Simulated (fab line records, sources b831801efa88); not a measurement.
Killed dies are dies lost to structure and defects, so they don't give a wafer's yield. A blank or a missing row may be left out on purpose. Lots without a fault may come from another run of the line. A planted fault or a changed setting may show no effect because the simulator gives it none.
fab line records | flow sky130 | part 2 of 2: steps 35 to 46 of 46
record lots=5 wafers=15 last_day=50
route steps=708 shown LDD_P@258 LDD_HVN@267 LDD_HVP@278 LDD_LDN@289
lots that met no fault: from a run of the same line without faults
start_h: hours from the record's first day to the start of the lot's first wafer shown | wait_h: hours since the lot's step before | " the same as in the row above | L1.1+2: a row that stands for several wafers | - no value, or no start given | * or withheld: withheld | < > ~ a bound
route shown NAME@n: a module of which the file shows steps, and the number in the route of the first | usual: mean/standard deviation of fault-free wafers | same: alike in all rows | chamber/n: place in a boat | sites: the reading at each site | _std_site: their standard deviation | _edge_site: outer sites' mean less inner sites' | radius_mm: how far each site lies from the wafer's centre | mask NAME#n: copy n | behind: the tool/chamber that last shaped the wafer | hold: why the lot was held/for how many hours/how that ended | device: the transistor (n, p or np) that didn't switch | end of line: the same wafers' tests at the end of the route | a step without rows: its recipe alone | killed: dies lost to structure and defects at the first sort, not the wafer's yield | map: a wafer's dies, x killed, . not, _ none there
set.NAME: the setting as run; set.NAME@STEP: as run at that earlier step | model.NAME: the simulator's own value behind a step, which no gauge read
lots at some steps of the route; a table a step, a row a wafer
services: from which hour (start_h, from the record's first day; less than 0 if before it) a tool's chamber was out of use, for how many hours, and why
## steps
# step SKY_LDD_LDN_SOFTBAKE_03
# recipe temp_c=90 time_s=60 resist=NOVOLAK
# columns lot.wafer tool chamber start_h wait_h
L084.1+2+3 litho_track-01 0 596.32 0.1
L088.2+5+6 litho_track-02 0 640.13 0.1
L089.1+5+6 litho_track-01 0 648.42 0.1
L090.2+3+5 litho_track-04 0 655.38 0.1
L094.2+3+4 litho_track-04 0 682.53 0.1
# step SKY_LDD_LDN_EXPOSE_04
# recipe mask_id=LDNTM na=0.6 source_shape=conventional sigma_outer=0.6 polarization=unpolarized target_cd_nm=700 dose_mj=140
# usual focus_offset_nm=-0.1/0.47 reticle_temp_C=23.00/0.11
# same sigma_outer=0.6
# columns lot.wafer tool chamber start_h wait_h mask focus_offset_nm reticle_temp_C
L084.1 iline_stepper-01 0 - - LDNTM#0 -0.2 23.05
L084.2 " 0 " " LDNTM#0 0.0 22.93
L084.3 " 0 " " LDNTM#0 -0.1 23.11
L088.2 iline_stepper-01 0 - - LDNTM#0 -0.1 22.77
L088.5 " 0 " " LDNTM#0 -0.9 22.91
L088.6 " 0 " " LDNTM#0 -0.6 22.83
L089.1 iline_stepper-01 0 - - LDNTM#0 -0.5 22.84
L089.5 " 0 " " LDNTM#0 -0.5 22.96
L089.6 " 0 " " LDNTM#0 0.3 22.89
L090.2 iline_stepper-02 0 - - LDNTM#0 0.3 23.09
L090.3 " 0 " " LDNTM#0 0.0 23.10
L090.5 " 0 " " LDNTM#0 0.2 23.17
L094.2 iline_stepper-01 0 - - LDNTM#0 0.3 23.05
L094.3 " 0 " " LDNTM#0 -0.1 22.96
L094.4 " 0 " " LDNTM#0 -0.2 23.17
# step SKY_LDD_LDN_PEB_05
# recipe temp_c=withheld time_s=* resist=NOVOLAK
# columns lot.wafer tool chamber start_h wait_h
L084.1+2+3 litho_track-04 0 - -
L088.2+5+6 litho_track-01 0 - -
L089.1+5+6 litho_track-02 0 - -
L090.2+3+5 litho_track-04 0 - -
L094.2+3+4 litho_track-02 0 - -
# step SKY_LDD_LDN_DEVELOP_06
# recipe resist=NOVOLAK developer=TMAH develop_time_s=60 dev_temp_c=23
# columns lot.wafer tool chamber start_h wait_h
L084.1+2+3 litho_track-04 0 610.30 0.1
L088.2+5+6 litho_track-01 0 654.30 0.1
L089.1+5+6 litho_track-02 0 662.66 0.1
L090.2+3+5 litho_track-04 0 668.88 0.1
L094.2+3+4 litho_track-02 0 696.23 0.1
# step SKY_LDD_LDN_OVL_MEAS_07
# usual LDD_LDN_OVL=-1.8/1.2
# columns lot.wafer tool chamber start_h wait_h LDD_LDN_OVL[nm]
L084.1 overlay-01 - 610.45 0.1 -0.1
L084.2 " - " " -0.7
L084.3 " - " " -1.1
L088.2 overlay-01 - 654.43 0.1 -2.5
L088.5 " - " " -3.3
L088.6 " - " " -1.7
L089.1 overlay-01 - 662.81 0.1 -2.5
L089.5 " - " " -0.9
L089.6 " - " " -3.2
L090.2 overlay-02 - 669.01 0.1 -1.5
L090.3 " - " " -2.1
L090.5 " - " " -1.9
L094.2 overlay-01 - 696.36 0.1 -1.2
L094.3 " - " " -1.9
L094.4 " - " " -2.0
# step SKY_LDD_LDN_IMPLANT_08
# recipe species=As energy_kev=15 dose_cm2=1.25e+13 tilt_deg=withheld rotation_deg=23
# columns lot.wafer tool chamber start_h wait_h
L084.1+2+3 implanter-01 0 610.49 0.0
L088.2+5+6 implanter-03 0 654.48 0.0
L089.1+5+6 implanter-01 0 662.84 0.0
L090.2+3+5 implanter-01 0 669.07 0.0
L094.2+3+4 implanter-04 0 696.42 0.0
# step SKY_LDD_LDN_IMPLANT_09
# recipe species=As energy_kev=15 dose_cm2=1.25e+13 tilt_deg=withheld rotation_deg=113
# columns lot.wafer tool chamber start_h wait_h
L084.1+2+3 implanter-01 0 610.64 0.1
L088.2+5+6 implanter-03 0 654.63 0.1
L089.1+5+6 implanter-01 0 662.99 0.1
L090.2+3+5 implanter-01 0 669.22 0.1
L094.2+3+4 implanter-04 0 696.57 0.1
# step SKY_LDD_LDN_IMPLANT_10
# recipe species=As energy_kev=15 dose_cm2=1.25e+13 tilt_deg=withheld rotation_deg=203
# columns lot.wafer tool chamber start_h wait_h
L084.1+2+3 implanter-01 0 610.79 0.1
L088.2+5+6 implanter-03 0 654.78 0.1
L089.1+5+6 implanter-01 0 663.14 0.1
L090.2+3+5 implanter-01 0 669.37 0.1
L094.2+3+4 implanter-04 0 696.72 0.1
# step SKY_LDD_LDN_IMPLANT_11
# recipe species=As energy_kev=15 dose_cm2=1.25e+13 tilt_deg=withheld rotation_deg=293
# columns lot.wafer tool chamber start_h wait_h
L084.1+2+3 implanter-01 0 610.94 0.1
L088.2+5+6 implanter-03 0 654.93 0.1
L089.1+5+6 implanter-01 0 663.29 0.1
L090.2+3+5 implanter-01 0 669.52 0.1
L094.2+3+4 implanter-04 0 696.87 0.1
# step SKY_LDD_LDN_STRIP_12
# recipe chemistry=O2/N2 power_w=1400 pressure_mtorr=1500 platen_temp_c=withheld o2_flow_sccm=3000 n2_flow_sccm=300 overash_fraction=0.5
# usual drypump_motor_current_A=5.9/0.61 oes_product_au=0.716/0.0046 strip_time_to_endpoint_s=14.18/0.039
# columns lot.wafer tool chamber start_h wait_h drypump_motor_current_A oes_product_au rf_hours_counter_h strip_time_to_endpoint_s
L084.1 plasma_asher-01 0 611.09 0.1 5.9 0.716 91 14.18
L084.2 " 1 " " 5.7 0.718 91 14.18
L084.3 " 0 " " 5.9 0.721 - 14.19
L088.2 plasma_asher-04 0 655.06 0.1 6.5 0.720 23 14.21
L088.5 " 0 " " 6.5 0.716 - 14.25
L088.6 " 1 " " 6.4 0.716 - 14.19
L089.1 plasma_asher-02 1 663.44 0.1 4.9 0.716 53 14.16
L089.5 " 1 " " 4.9 0.720 - 14.18
L089.6 " 0 " " 6.6 0.715 - 14.17
L090.2 plasma_asher-02 0 669.64 0.1 6.6 0.718 53 14.16
L090.3 " 1 " " 4.9 0.710 - 14.13
L090.5 " 0 " " 6.6 0.716 - 14.12
L094.2 plasma_asher-02 0 696.99 0.1 6.5 0.715 56 14.11
L094.3 " 1 " " 4.9 0.712 - 14.14
L094.4 " 0 " " 6.6 0.712 - 14.09
# step SKY_LDD_LDN_TW_MEAS_13
# usual LDD_LDN_TW=1491/8.2
# columns lot.wafer tool chamber start_h wait_h LDD_LDN_TW
L084.1 film_metro-01 - 611.19 0.1 1493
L084.2 " - " " 1498
L084.3 " - " " 1492
L088.2 film_metro-01 - 655.17 0.1 1494
L088.5 " - " " 1495
L088.6 " - " " 1497
L089.1 film_metro-03 - 663.54 0.1 1492
L089.5 " - " " 1485
L089.6 " - " " 1480
L090.2 film_metro-04 - 669.75 0.1 1492
L090.3 " - " " 1490
L090.5 " - " " 1488
L094.2 film_metro-03 - 697.10 0.1 1501
L094.3 " - " " 1500
L094.4 " - " " 1492
# step SKY_LDD_LDN_CLEAN_14
# recipe chemistry=SC1/SC2 mix=1:4:20 temp_c=70 time_s=150 dry=n2_spin
# usual bath_guard_temp_C=70.1/0.44
# columns lot.wafer tool chamber start_h wait_h bath_guard_temp_C
L084.1 wet_bench-02 3 611.25 0.1 70.0
L084.2 " 3 " " 70.5
L084.3 " 3 " " 70.1
L088.2 wet_bench-04 0 655.22 0.0 68.9
L088.5 " 0 " " 69.0
L088.6 " 0 " " 68.8
L089.1 wet_bench-02 0 663.60 0.1 70.1
L089.5 " 0 " " 69.7
L089.6 " 0 " " 70.0
L090.2 wet_bench-03 3 669.80 0.0 70.8
L090.3 " 3 " " 70.5
L090.5 " 3 " " 70.1
L094.2 wet_bench-02 3 697.15 0.0 70.2
L094.3 " 3 " " 69.6
L094.4 " 3 " " 70.2
## services
# columns tool chamber start_h hours kind
implanter-01 - 489.97 2.3 pm
iline_stepper-02 - 500.09 3.2 repair
implanter-04 - 511.26 8.5 repair
implanter-01 - 535.54 4.2 pm
wet_bench-02 - 543.69 4.1 repair
iline_stepper-01 - 577.00 1.7 pm
wet_bench-03 - 585.50 1.8 repair
plasma_asher-04 - 586.69 2.5 repair
implanter-02 - 590.57 3.6 pm
iline_stepper-01 0 597.56 - calibration
iline_stepper-02 - 598.93 1.7 pm
plasma_asher-02 - 604.89 8.3 repair
plasma_asher-03 - 616.61 0.9 repair
iline_stepper-01 - 621.85 2.0 repair
implanter-03 - 644.20 1.4 repair
iline_stepper-02 0 652.84 - calibration
iline_stepper-01 - 653.21 4.0 repair
iline_stepper-02 - 675.80 4.4 pm
implanter-03 - 682.56 2.8 repair
implanter-03 - 685.34 3.7 pm
implanter-03 - 687.58 1.0 repair
wet_bench-02 - 688.08 8.0 repair
implanter-04 - 696.99 2.2 pm
